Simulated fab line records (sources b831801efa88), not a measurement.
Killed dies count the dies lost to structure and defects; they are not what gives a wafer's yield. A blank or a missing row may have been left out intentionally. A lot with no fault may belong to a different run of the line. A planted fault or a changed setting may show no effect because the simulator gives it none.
Split-lot study || flow sfq_line || 23 wafers read across 5 lots, on a route 325 steps long

== ABOUT THE SPLIT ==
At SFQ_TRILAYER_I4_CMP_CMP_100 (polishes SiO2), the setting leave_above_ref_nm was moved away from the recipe's 200 nm on 8 of the 23 wafers read, by -4.9% to +5.5%. All remaining wafers had this setting at the recipe value.

== FROM THE SPLIT TO THE READING: what the file shows between them, 5 steps ==
- SFQ_TRILAYER_I4_METRO_MEASURE_101
- SFQ_TRILAYER_I4_VIA_LITHO_EXPOSE_104: exposes mask I4, target cd 700 nm (also split here: dose_mj)
- SFQ_TRILAYER_I4_VIA_LITHO_PEB_106: peb time 60 s
- SFQ_TRILAYER_I4_VIA_LITHO_DEVELOP_105: time 60 s
- SFQ_TRILAYER_I4_VIA_BARC_OPEN_VIA_ETCH_146: etches BARC in O2, target depth 125 nm, time 41.7 s

== THE READING ==
oes_product_au, in a.u., at SFQ_TRILAYER_I4_VIA_ETCH_VIA_ETCH_106 (etches SiO2 in CHF3, stops on Nb, target depth 260 nm). Typical for fault-free wafers on this fab line: 0.856 a.u., with standard deviation 0.0053 a.u.

{"wafer": "L076.1", "tool, chamber at the split": "cmp-01, 2", "leave_above_ref_nm as run, nm": 200, "against the recipe": "recipe", "oes_product_au, a.u.": 0.863, "against lot-mates on the recipe": "-"}
{"wafer": "L076.2", "tool, chamber at the split": "cmp-01, 1", "leave_above_ref_nm as run, nm": 191.8, "against the recipe": "-4.1%", "oes_product_au, a.u.": 0.831, "against lot-mates on the recipe": -0.023}
{"wafer": "L076.3", "tool, chamber at the split": "cmp-01, 0", "leave_above_ref_nm as run, nm": 200, "against the recipe": "recipe", "oes_product_au, a.u.": 0.850, "against lot-mates on the recipe": "-"}
{"wafer": "L076.4", "tool, chamber at the split": "cmp-01, 3", "leave_above_ref_nm as run, nm": 191.8, "against the recipe": "-4.1%", "oes_product_au, a.u.": 0.830, "against lot-mates on the recipe": -0.024}
{"wafer": "L076.5", "tool, chamber at the split": "cmp-01, 0", "leave_above_ref_nm as run, nm": 200, "against the recipe": "recipe", "oes_product_au, a.u.": 0.848, "against lot-mates on the recipe": "-"}
{"wafer": "L079.1", "tool, chamber at the split": "cmp-01, 1", "leave_above_ref_nm as run, nm": 200, "against the recipe": "recipe", "oes_product_au, a.u.": 0.853, "against lot-mates on the recipe": "-"}
{"wafer": "L079.2", "tool, chamber at the split": "cmp-01, 2", "leave_above_ref_nm as run, nm": 207.9, "against the recipe": "+4.0%", "oes_product_au, a.u.": 0.872, "against lot-mates on the recipe": "+0.016"}
{"wafer": "L079.4", "tool, chamber at the split": "cmp-01, 3", "leave_above_ref_nm as run, nm": 207.9, "against the recipe": "+4.0%", "oes_product_au, a.u.": 0.879, "against lot-mates on the recipe": "+0.023"}
{"wafer": "L079.5", "tool, chamber at the split": "cmp-01, 0", "leave_above_ref_nm as run, nm": 200, "against the recipe": "recipe", "oes_product_au, a.u.": 0.861, "against lot-mates on the recipe": "-"}
{"wafer": "L079.6", "tool, chamber at the split": "cmp-01, 3", "leave_above_ref_nm as run, nm": 200, "against the recipe": "recipe", "oes_product_au, a.u.": 0.855, "against lot-mates on the recipe": "-"}
{"wafer": "L080.1", "tool, chamber at the split": "cmp-02, 0,1", "leave_above_ref_nm as run, nm": 200, "against the recipe": "recipe", "oes_product_au, a.u.": 0.855, "against lot-mates on the recipe": "-"}
{"wafer": "L080.2", "tool, chamber at the split": "cmp-02, 2", "leave_above_ref_nm as run, nm": 200, "against the recipe": "recipe", "oes_product_au, a.u.": 0.855, "against lot-mates on the recipe": "-"}
{"wafer": "L080.3", "tool, chamber at the split": "cmp-02, 0,1", "leave_above_ref_nm as run, nm": 200, "against the recipe": "recipe", "oes_product_au, a.u.": 0.849, "against lot-mates on the recipe": "-"}
{"wafer": "L080.4", "tool, chamber at the split": "cmp-02, 3", "leave_above_ref_nm as run, nm": 190.1, "against the recipe": "-4.9%", "oes_product_au, a.u.": 0.822, "against lot-mates on the recipe": -0.031}
{"wafer": "L080.6", "tool, chamber at the split": "cmp-02, 0", "leave_above_ref_nm as run, nm": 190.1, "against the recipe": "-4.9%", "oes_product_au, a.u.": 0.829, "against lot-mates on the recipe": -0.024}
{"wafer": "L083.1", "tool, chamber at the split": "cmp-02, 1", "leave_above_ref_nm as run, nm": 200, "against the recipe": "recipe", "oes_product_au, a.u.": 0.852, "against lot-mates on the recipe": "-"}
{"wafer": "L083.5", "tool, chamber at the split": "cmp-02, 3", "leave_above_ref_nm as run, nm": 200, "against the recipe": "recipe", "oes_product_au, a.u.": 0.854, "against lot-mates on the recipe": "-"}
{"wafer": "L083.6", "tool, chamber at the split": "cmp-02, 2", "leave_above_ref_nm as run, nm": 200, "against the recipe": "recipe", "oes_product_au, a.u.": 0.861, "against lot-mates on the recipe": "-"}
{"wafer": "L085.2", "tool, chamber at the split": "cmp-01, 2", "leave_above_ref_nm as run, nm": 211, "against the recipe": "+5.5%", "oes_product_au, a.u.": 0.887, "against lot-mates on the recipe": "+0.029"}
{"wafer": "L085.3", "tool, chamber at the split": "cmp-01, 1", "leave_above_ref_nm as run, nm": 200, "against the recipe": "recipe", "oes_product_au, a.u.": 0.858, "against lot-mates on the recipe": "-"}
{"wafer": "L085.4", "tool, chamber at the split": "cmp-01, 0", "leave_above_ref_nm as run, nm": 211, "against the recipe": "+5.5%", "oes_product_au, a.u.": 0.886, "against lot-mates on the recipe": "+0.028"}
{"wafer": "L085.5", "tool, chamber at the split": "cmp-01, 2", "leave_above_ref_nm as run, nm": 200, "against the recipe": "recipe", "oes_product_au, a.u.": 0.857, "against lot-mates on the recipe": "-"}
{"wafer": "L085.6", "tool, chamber at the split": "cmp-01, 1", "leave_above_ref_nm as run, nm": 200, "against the recipe": "recipe", "oes_product_au, a.u.": 0.858, "against lot-mates on the recipe": "-"}
When a row names more than one chamber, that row covers several wafers, and the file does not tell which wafer ran in which chamber.

THE FIT
A straight line over all 23 wafers: oes_product_au changes by +0.00575 a.u. for each +1% of leave_above_ref_nm; r = +0.97; the points scatter about the line by 0.0041 a.u.
The same after taking each lot's own level away (the mean of its wafers on the recipe; 23 wafers): +0.00534 a.u. for each +1%; r = +0.97; scatter 0.0038 a.u.
That fit puts the effect of the largest move of leave_above_ref_nm on the reading at 0.029 a.u.
The lots' own levels span 0.8530 to 0.8577 a.u., that is 0.9 times the standard deviation above.
The two slopes agree, so the slope changes little with the lot-to-lot level.
Check: for one of the wafers moved furthest among these (+5.5%), held out of the fit, the line's prediction against its lot-mates is +0.0289 a.u. It came out at +0.0293 a.u. against them.

== ADDITIONAL SPLITS CARRIED BY THESE WAFERS ==
Other splits were also applied to these wafers ahead of the reading. Each is held against what the fit with the lots' levels taken away leaves over:
{"other split on the same wafers": "SFQ_TRILAYER_I3_VIA_LITHO_COAT_090 resist_thk_nm", "wafers away from the commonest value": 7, "r with oes_product_au (lot level and that fit taken away)": -0.07}
{"other split on the same wafers": "SFQ_TRILAYER_I3_VIA_LITHO_PEB_088 peb_temp_c", "wafers away from the commonest value": 11, "r with oes_product_au (lot level and that fit taken away)": -0.22}
{"other split on the same wafers": "SFQ_TRILAYER_I3_VIA_ETCH_VIA_ETCH_088 source_w", "wafers away from the commonest value": 7, "r with oes_product_au (lot level and that fit taken away)": "+0.02"}
{"other split on the same wafers": "SFQ_TRILAYER_M4_LITHO_COAT_098 resist_thk_nm", "wafers away from the commonest value": 8, "r with oes_product_au (lot level and that fit taken away)": -0.26}
{"other split on the same wafers": "SFQ_TRILAYER_I4_VIA_LITHO_EXPOSE_104 dose_mj", "wafers away from the commonest value": 4, "r with oes_product_au (lot level and that fit taken away)": -0.26}

== THE WHOLE CHAIN: every reading that the file lists as answering this split, in the file's order ==
{"step": "SFQ_TRILAYER_I4_CMP_CMP_100", "what it does": "polishes SiO2", "reading": "SiO2_of_TRILAYER_I4_DEP_PECVD_099.thk_nm (the simulator's own value, which no gauge read)", "change (the file's fit)": "+2 nm for each +1% of the setting", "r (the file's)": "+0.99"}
{"step": "SFQ_TRILAYER_I4_METRO_MEASURE_101", "what it does": "", "reading": "thk_nm", "change (the file's fit)": "+2.01 nm for each +1% of the setting", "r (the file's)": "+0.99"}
{"step": "SFQ_TRILAYER_I4_VIA_ETCH_VIA_ETCH_106", "what it does": "etches SiO2 in CHF3, stops on Nb, target depth 260 nm", "reading": "oes_product_au", "change (the file's fit)": "+0.00532 a.u. for each +1% of the setting", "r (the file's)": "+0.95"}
{"step": "SFQ_TRILAYER_I4_VIA_ETCH_VIA_ETCH_106", "what it does": "etches SiO2 in CHF3, stops on Nb, target depth 260 nm", "reading": "I4.feature_depth_nm (the simulator's own value, which no gauge read)", "change (the file's fit)": "+2 nm for each +1% of the setting", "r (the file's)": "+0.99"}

== THE FILE'S OWN FIT ==
oes_product_au changes by +0.00532 a.u. for each +1% of leave_above_ref_nm, r = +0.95.
